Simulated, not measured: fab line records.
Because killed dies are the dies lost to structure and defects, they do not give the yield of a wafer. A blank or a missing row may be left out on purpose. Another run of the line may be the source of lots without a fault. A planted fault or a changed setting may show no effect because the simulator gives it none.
What tool caused it? + flow gf180mcu + 7 lots, 21 wafers sampled, at 2 steps of a route of 602

## WHAT THE GAUGES SHOWED, per wafer
GF_CONTACT_BOW_MEAS_05.
| lot  | measured     | on            | CONTACT_BOW (um) |
|------|--------------|---------------|------------------|
| L886 | day 15 12:14 | film_metro-01 | 70 72 78         |
| L889 | day 16 10:07 | film_metro-01 | 70 60 64         |
| L891 | day 17 01:28 | film_metro-02 | 73 59 59         |
| L895 | day 18 14:58 | film_metro-01 | 66 69 67         |
| L897 | day 19 09:26 | film_metro-01 | 72 67 72         |
| L901 | day 21 00:17 | film_metro-03 | 69 72 59         |
| L903 | day 21 23:45 | film_metro-03 | 69 76 63         |

## EACH LOT AND THE TOOL THAT RAN IT (in order: tool; ch and the chambers of the sampled wafers; start)
| lot  | GF_CONTACT_CVD_02               |
|------|---------------------------------|
| L886 | pecvd-04 ch 0,1,2, day 15 11:49 |
| L889 | pecvd-02 ch 1,2, day 16 09:41   |
| L891 | pecvd-02 ch 0,2, day 17 01:01   |
| L895 | pecvd-03 ch 0,2, day 18 14:31   |
| L897 | pecvd-02 ch 0,1, day 19 09:00   |
| L901 | pecvd-03 ch 0,1, day 20 23:49   |
| L903 | pecvd-03 ch 0,1,2, day 21 23:18 |
- GF_CONTACT_CVD_02: deposits SiO2 from TEOS, target thk 860 nm, time 95.992 s.

## THE ANSWER, worked out from the rows above alone
Rule: the usual values come from the lots themselves. The widest of any qualifying gaps counts: lots, ordered by their means at a reading, are off when they make up no more than a third of the lots, leave a main group of 4 or more, and stand apart from it by 3 or more times the standard deviation of that group's means. A main group whose means are all the same, to the digits that the tables above print for the reading, isn't used. A lot without any number at a reading at which 4 lots or more have one is off too. The other lots that the step has rows for count as sound.
Across all readings shown, no lot is off: no conclusion can be drawn from this.

## WHAT THE SIMULATOR HAD PUT IN
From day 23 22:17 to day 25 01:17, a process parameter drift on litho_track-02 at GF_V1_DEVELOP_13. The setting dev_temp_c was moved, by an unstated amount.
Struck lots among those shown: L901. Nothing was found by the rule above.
